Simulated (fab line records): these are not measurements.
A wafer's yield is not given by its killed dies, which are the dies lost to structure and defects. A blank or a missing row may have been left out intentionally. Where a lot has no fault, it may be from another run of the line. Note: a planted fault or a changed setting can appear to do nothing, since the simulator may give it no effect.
Which tool is to blame? | flow gf180mcu | Sampling: 24 lots, 72 wafers, 6 of 602 route steps

== WHAT THE GAUGES READ, wafer by wafer ==
GF_M2_OVL_MEAS_15. Usual: for M2_OVL the level is 0 nm and the standard deviation is 6.
lot  | measured     | on         | M2_OVL (nm) | flag
L074 | day 19 02:53 | overlay-02 | -6 -2 0     | 
L075 | day 19 13:40 | overlay-02 | -11 1 -5    | 
L076 | day 19 19:31 | overlay-01 | -3 -1 -2    | 
L077 | day 20 12:56 | overlay-01 | -5 -9 -12   | 
L078 | day 20 21:26 | overlay-02 | -11 -9 -9   | 
L079 | day 21 03:04 | overlay-02 | 0 5 -1      | 
L080 | day 21 13:05 | overlay-02 | 3 10 6      | 
L081 | day 21 21:50 | overlay-01 | -4 -13 -10  | 
L082 | day 22 12:02 | overlay-01 | 5 4 1       | 
L083 | day 22 13:26 | overlay-01 | -2 8 -3     | 
L084 | day 23 00:11 | overlay-01 | 3 4 5       | 
L085 | day 23 09:05 | overlay-02 | 9 9 7       | 
L086 | day 23 18:05 | overlay-01 | 3 3 4       | 
L087 | day 24 03:06 | overlay-02 | 6 9 7       | 
L088 | day 24 13:04 | overlay-02 | 11 11 11    | 
L089 | day 25 00:20 | overlay-01 | 2 0 3       | 
L090 | day 25 00:56 | overlay-01 | -5 -7 0     | 
L091 | day 25 09:29 | overlay-02 | 1 3 5       | 
L092 | day 25 19:02 | overlay-02 | -1 7 -3     | 
L093 | day 25 21:11 | overlay-02 | 7 4 4       | 
L094 | day 26 05:11 | overlay-02 | -6 -10 -2   | 
L095 | day 26 14:20 | overlay-01 | -4 1 -6     | 
L096 | day 26 20:11 | overlay-02 | -3 0 3      | 
L097 | day 27 01:02 | overlay-01 | -5 -5 -3    | 

GF_V4_RS_MEAS_24: uses a four-point probe to measure. Usual: for V4_W_RS the level is 0.329 ohm/sq and the standard deviation is 0.0035.
lot  | measured     | on           | V4_W_RS (ohm/sq)  | flag
L074 | day 24 09:12 | filmMetro-02 | 0.329 0.327 0.327 | 
L075 | day 24 19:56 | filmMetro-03 | 0.328 0.328 0.330 | 
L076 | day 25 01:17 | filmMetro-03 | 0.332 0.327 0.327 | 
L077 | day 25 15:46 | filmMetro-04 | 0.331 0.334 0.335 | 
L078 | day 25 22:41 | filmMetro-04 | 0.334 0.338 0.330 | 
L079 | day 26 05:18 | filmMetro-02 | 0.330 0.328 0.330 | 
L080 | day 26 12:54 | filmMetro-03 | 0.336 0.335 0.336 | 
L081 | day 26 19:11 | filmMetro-03 | 0.332 0.332 0.326 | 
L082 | day 27 07:34 | filmMetro-03 | 0.322 0.327 0.322 | 
L083 | day 27 10:07 | filmMetro-02 | 0.325 0.328 0.327 | 
L084 | day 27 20:50 | filmMetro-02 | 0.330 0.327 0.333 | 
L085 | day 28 03:31 | filmMetro-04 | 0.324 0.328 0.325 | 
L086 | day 28 11:38 | filmMetro-04 | 0.323 0.322 0.323 | 
L087 | day 28 19:14 | filmMetro-02 | 0.328 0.327 0.328 | 
L088 | day 29 02:29 | filmMetro-04 | 0.329 0.330 0.332 | 
L089 | day 29 13:38 | filmMetro-04 | 0.330 0.330 0.332 | 
L090 | day 29 14:49 | filmMetro-03 | 0.330 0.327 0.333 | 
L091 | day 29 20:56 | filmMetro-04 | 0.334 0.333 0.332 | 
L092 | day 30 05:55 | filmMetro-02 | 0.333 0.332 0.333 | 
L093 | day 30 09:07 | filmMetro-02 | 0.330 0.333 0.330 | 
L094 | day 30 15:01 | filmMetro-04 | 0.325 0.325 0.327 | 
L095 | day 30 23:30 | filmMetro-03 | 0.328 0.328 0.327 | 
L096 | day 31 05:29 | filmMetro-02 | 0.327 0.329 0.330 | 
L097 | day 31 08:42 | filmMetro-03 | 0.332 0.332 0.329 | 

== TOOL THAT RAN EACH LOT (tool first, then ch and the chambers of the sampled wafers, then the start) ==
lot  | GF_V1_CVD_02                    | GF_V1_ETCH_17                                | GF_M3_SPUTTER_04            | GF_M4_STRIP_17
L074 | pecvd-04 ch 0,1,2, day 17 01:38 | rieDiel-02 ch 1,2,3, day 19 02:53 or earlier | pvdSputter-04, day 20 06:19 | plasmaAsher-01 ch 0,1, day 23 08:17
L075 | pecvd-04 ch 0,2, day 17 10:47   | rieDiel-04 ch 0,1,2, day 19 13:40 or earlier | pvdSputter-04, day 20 16:34 | plasmaAsher-04 ch 0,1, day 23 18:35
L076 | pecvd-04 ch 1,2, day 17 18:23   | rieDiel-03 ch 0,1,3, day 19 19:31 or earlier | pvdSputter-04, day 20 23:23 | plasmaAsher-01 ch 0,1, day 24 00:47
L077 | pecvd-03 ch 0,1,2, day 18 11:15 | rieDiel-02 ch 0,1,2, day 20 12:56 or earlier | pvdSputter-01, day 21 16:13 | plasmaAsher-01 ch 1, day 24 16:02
L078 | pecvd-04 ch 0,2, day 18 18:26   | rieDiel-04 ch 2,3, day 20 21:26 or earlier   | pvdSputter-01, day 21 23:55 | plasmaAsher-01 ch 0,1, day 24 23:11
L079 | pecvd-03 ch 0,1,2, day 19 01:17 | rieDiel-02 ch 0,2,3, day 21 03:04 or earlier | pvdSputter-03, day 22 05:17 | plasmaAsher-04 ch 0,1, day 25 05:28
L080 | pecvd-02 ch 0,2, day 19 10:53   | rieDiel-04 ch 2,3, day 21 13:05 or earlier   | pvdSputter-04, day 22 15:58 | plasmaAsher-01 ch 0,1, day 25 13:50
L081 | pecvd-04 ch 0,1,2, day 19 20:05 | rieDiel-03 ch 1,2, day 21 21:50 or earlier   | pvdSputter-01, day 22 23:39 | plasmaAsher-04 ch 0,1, day 25 20:13
L082 | pecvd-02 ch 0,1,2, day 20 10:42 | rieDiel-02 ch 2,3, day 22 12:02 or earlier   | pvdSputter-04, day 23 13:46 | plasmaAsher-01 ch 0, day 26 09:50
L083 | pecvd-04 ch 0,1,2, day 20 11:23 | rieDiel-03 ch 0,1, day 22 13:26 or earlier   | pvdSputter-04, day 23 15:29 | plasmaAsher-01 ch 0, day 26 11:37
L084 | pecvd-03 ch 0,2, day 20 22:59   | rieDiel-02 ch 0,1,3, day 23 00:11 or earlier | pvdSputter-04, day 24 02:28 | plasmaAsher-04 ch 0,1, day 26 22:29
L085 | pecvd-04 ch 0,1,2, day 21 09:13 | rieDiel-03 ch 0,1, day 23 09:05 or earlier   | pvdSputter-04, day 24 11:26 | plasmaAsher-04 ch 0,1, day 27 05:32
L086 | pecvd-04 ch 1,2, day 21 17:31   | rieDiel-03 ch 0,2,3, day 23 18:05 or earlier | pvdSputter-01, day 24 19:38 | plasmaAsher-04 ch 0,1, day 27 12:44
L087 | pecvd-02 ch 0,1, day 22 02:50   | rieDiel-04 ch 1,3, day 24 03:06 or earlier   | pvdSputter-04, day 25 03:55 | plasmaAsher-04 ch 0,1, day 27 21:07
L088 | pecvd-03 ch 0,1,2, day 22 14:04 | rieDiel-02 ch 2,3, day 24 13:04 or earlier   | pvdSputter-03, day 25 13:32 | plasmaAsher-02 ch 0,1, day 28 05:21
L089 | pecvd-02 ch 0,1, day 23 01:11   | rieDiel-04 ch 0,2,3, day 25 00:20 or earlier | pvdSputter-04, day 26 00:39 | plasmaAsher-02 ch 0,1, day 28 15:53
L090 | pecvd-03 ch 0,1, day 23 01:31   | rieDiel-02 ch 0,2,3, day 25 00:56 or earlier | pvdSputter-03, day 26 01:25 | plasmaAsher-02 ch 0,1, day 28 17:17
L091 | pecvd-03 ch 0,2, day 23 11:43   | rieDiel-03 ch 1,2,3, day 25 09:29 or earlier | pvdSputter-03, day 26 09:55 | plasmaAsher-04 ch 0,1, day 28 23:56
L092 | pecvd-02 ch 1,2, day 23 20:52   | rieDiel-03 ch 2,3, day 25 19:02 or earlier   | pvdSputter-04, day 26 18:36 | plasmaAsher-04 ch 0,1, day 29 09:08
L093 | pecvd-03 ch 1,2, day 23 23:40   | rieDiel-03 ch 0,2, day 25 21:11 or earlier   | pvdSputter-01, day 26 20:35 | plasmaAsher-04 ch 0,1, day 29 12:05
L094 | pecvd-04 ch 0,1,2, day 24 07:22 | rieDiel-04 ch 0,1,3, day 26 05:11 or earlier | pvdSputter-04, day 27 04:19 | plasmaAsher-01 ch 0,1, day 29 18:13
L095 | pecvd-02 ch 0,2, day 24 17:38   | rieDiel-03 ch 0,2,3, day 26 14:20 or earlier | pvdSputter-01, day 27 13:15 | plasmaAsher-04 ch 0,1, day 30 03:10
L096 | pecvd-03 ch 0,1,2, day 24 23:32 | rieDiel-02 ch 0,1,2, day 26 20:11 or earlier | pvdSputter-04, day 27 19:29 | plasmaAsher-04 ch 0,1, day 30 09:13
L097 | pecvd-03 ch 0,1, day 25 05:07   | rieDiel-03 ch 1,2, day 27 01:02 or earlier   | pvdSputter-03, day 28 00:08 | plasmaAsher-01 ch 1, day 30 13:02
- GF_V1_CVD_02: deposits SiO2 from TEOS, target thk 850 nm, time 94.851 s.
- GF_V1_ETCH_17: etches SiO2 in C4F8/O2/Ar, stops on TiN, target depth 630 nm.
- GF_M3_SPUTTER_04: material TiN, target thk 50 nm, time 41.7 s.
- GF_M4_STRIP_17: strips in O2/N2.

== WHAT THE TOOLS THEMSELVES READ (means of the sampled wafers that have a number; where no wafer has one, the mark that the record gives instead) ==
GF_V1_CVD_02. Usual: heaterPowerW reads 628 W (standard deviation 110).
lot  | tool     | heaterPowerW (W) | flag
L074 | pecvd-04 | 597              | 
L075 | pecvd-04 | 612              | 
L076 | pecvd-04 | 608              | 
L077 | pecvd-03 | 536              | 
L078 | pecvd-04 | 693              | 
L079 | pecvd-03 | 597              | 
L080 | pecvd-02 | 637              | 
L081 | pecvd-04 | 597              | 
L082 | pecvd-02 | 641              | 
L083 | pecvd-04 | 640              | 
L084 | pecvd-03 | 622              | 
L085 | pecvd-04 | 624              | 
L086 | pecvd-04 | 603              | 
L087 | pecvd-02 | 723              | 
L088 | pecvd-03 | 601              | 
L089 | pecvd-02 | 704              | 
L090 | pecvd-03 | 712              | 
L091 | pecvd-03 | 509              | 
L092 | pecvd-02 | 631              | 
L093 | pecvd-03 | 479              | 
L094 | pecvd-04 | 621              | 
L095 | pecvd-02 | 720              | 
L096 | pecvd-03 | 589              | 
L097 | pecvd-03 | 650              | 

GF_V1_ETCH_17. Usual: oesProductAu reads 0.856 a.u. (standard deviation 0.0045).
lot  | tool       | oesProductAu (a.u.) | flag
L074 | rieDiel-02 | 0.856               | 
L075 | rieDiel-04 | 0.855               | 
L076 | rieDiel-03 | 0.857               | 
L077 | rieDiel-02 | 0.853               | 
L078 | rieDiel-04 | 0.857               | 
L079 | rieDiel-02 | 0.852               | 
L080 | rieDiel-04 | 0.857               | 
L081 | rieDiel-03 | 0.855               | 
L082 | rieDiel-02 | 0.855               | 
L083 | rieDiel-03 | 0.856               | 
L084 | rieDiel-02 | 0.856               | 
L085 | rieDiel-03 | 0.852               | 
L086 | rieDiel-03 | 0.857               | 
L087 | rieDiel-04 | 0.859               | 
L088 | rieDiel-02 | 0.857               | 
L089 | rieDiel-04 | 0.857               | 
L090 | rieDiel-02 | 0.856               | 
L091 | rieDiel-03 | 0.853               | 
L092 | rieDiel-03 | 0.857               | 
L093 | rieDiel-03 | 0.858               | 
L094 | rieDiel-04 | 0.855               | 
L095 | rieDiel-03 | 0.856               | 
L096 | rieDiel-02 | 0.855               | 
L097 | rieDiel-03 | 0.856               | 

GF_M3_SPUTTER_04. Usual: chamberPressurePa 0.4001 Pa, standard deviation 0.00077; throttleValvePct 30.1 %, standard deviation 0.85.
lot  | tool          | chamberPressurePa (Pa) | throttleValvePct (%) | flag
L074 | pvdSputter-04 | 0.3998                 | 30.0                 | 
L075 | pvdSputter-04 | 0.3999                 | 29.8                 | 
L076 | pvdSputter-04 | 0.3998                 | 30.6                 | 
L077 | pvdSputter-01 | 0.4007                 | 30.6                 | 
L078 | pvdSputter-01 | 0.4004                 | 29.7                 | 
L079 | pvdSputter-03 | 0.4001                 | 30.0                 | 
L080 | pvdSputter-04 | 0.3996                 | 30.0                 | 
L081 | pvdSputter-01 | 0.4012                 | 30.4                 | 
L082 | pvdSputter-04 | 0.3997                 | 31.2                 | 
L083 | pvdSputter-04 | 0.4000                 | 30.7                 | 
L084 | pvdSputter-04 | 0.4002                 | 30.4                 | 
L085 | pvdSputter-04 | 0.3999                 | 29.8                 | 
L086 | pvdSputter-01 | 0.4001                 | 29.1                 | 
L087 | pvdSputter-04 | 0.4004                 | 30.3                 | 
L088 | pvdSputter-03 | 0.4010                 | 29.6                 | 
L089 | pvdSputter-04 | 0.3989                 | 30.8                 | 
L090 | pvdSputter-03 | 0.4006                 | 29.4                 | 
L091 | pvdSputter-03 | 0.4002                 | 29.8                 | 
L092 | pvdSputter-04 | 0.3999                 | 30.0                 | 
L093 | pvdSputter-01 | 0.3995                 | 28.7                 | 
L094 | pvdSputter-04 | 0.3996                 | 30.3                 | 
L095 | pvdSputter-01 | 0.4006                 | 29.6                 | 
L096 | pvdSputter-04 | 0.4000                 | 30.1                 | 
L097 | pvdSputter-03 | 0.3996                 | 29.5                 | 

GF_M4_STRIP_17. Usual: drypumpMotorCurrentA 5.6 A, standard deviation 0.32; heaterPowerW 322 W, standard deviation 38; oesProductAu 0.537 a.u., standard deviation 0.0047; platenTempC 250.02 C, standard deviation 0.16; stripTimeToEndpointS 7.38 s, standard deviation 0.036.
lot  | tool           | drypumpMotorCurrentA (A) | heaterPowerW (W) | oesProductAu (a.u.) | platenTempC (C) | stripTimeToEndpointS (s) | flag
L074 | plasmaAsher-01 | 5.8                      | 349              | 0.535               | 250.01          | 7.35                     | 
L075 | plasmaAsher-04 | 5.5                      | 311              | 0.533               | 249.84          | 7.36                     | 
L076 | plasmaAsher-01 | 5.5                      | 315              | 0.536               | 249.93          | 7.38                     | 
L077 | plasmaAsher-01 | 6.1                      | 385              | 0.534               | 250.17          | 7.38                     | 
L078 | plasmaAsher-01 | 5.5                      | 319              | 0.536               | 250.08          | 7.38                     | 
L079 | plasmaAsher-04 | 5.5                      | 313              | 0.539               | 249.95          | 7.40                     | 
L080 | plasmaAsher-01 | 5.5                      | 316              | 0.537               | 250.04          | 7.44                     | 
L081 | plasmaAsher-04 | 5.5                      | 313              | 0.537               | 250.02          | 7.37                     | 
L082 | plasmaAsher-01 | 5.3                      | 281              | 0.539               | 250.03          | 7.42                     | 
L083 | plasmaAsher-01 | 5.3                      | 289              | 0.536               | 250.06          | 7.39                     | 
L084 | plasmaAsher-04 | 5.5                      | 306              | 0.537               | 250.01          | 7.37                     | 
L085 | plasmaAsher-04 | 5.5                      | 309              | 0.542               | 250.11          | 7.42                     | 
L086 | plasmaAsher-04 | 5.5                      | 313              | 0.531               | 250.15          | 7.30                     | 
L087 | plasmaAsher-04 | 5.5                      | 315              | 0.540               | 250.11          | 7.39                     | 
L088 | plasmaAsher-02 | 5.8                      | 366              | 0.538               | 250.07          | 7.39                     | 
L089 | plasmaAsher-02 | 5.8                      | 358              | 0.537               | 250.07          | 7.36                     | 
L090 | plasmaAsher-02 | 5.8                      | 340              | 0.531               | 249.90          | 7.37                     | 
L091 | plasmaAsher-04 | 5.3                      | 298              | 0.534               | 249.87          | 7.40                     | 
L092 | plasmaAsher-04 | 5.5                      | 312              | 0.542               | 250.00          | 7.41                     | 
L093 | plasmaAsher-04 | 5.5                      | 308              | 0.537               | 250.06          | 7.36                     | 
L094 | plasmaAsher-01 | 5.6                      | 316              | 0.534               | 249.99          | 7.43                     | 
L095 | plasmaAsher-04 | 5.5                      | 307              | 0.541               | 249.83          | 7.39                     | 
L096 | plasmaAsher-04 | 5.5                      | 310              | 0.536               | 249.99          | 7.38                     | 
L097 | plasmaAsher-01 | 6.1                      | 380              | 0.535               | 249.88          | 7.37                     | 

== THE ANSWER, worked out from the rows above alone ==
Rule: lot off if the mean of its wafers having a number is beyond 3 standard deviations from the usual mean. A lot without any number at a reading at which 4 lots or more have one is off too. Where the step has rows for the other lots, those lots are counted as sound. The gauges are gone through in route order, then the tools' own readings, and for those a lot's mean is taken as printed above. The first step at which some lot is off is used, and at that step the reading that is off furthest; a lot without a number counts as furthest.
Across all readings shown, no lot is off: no conclusion can be drawn from this.

== WHAT THE SIMULATOR PUT IN ==
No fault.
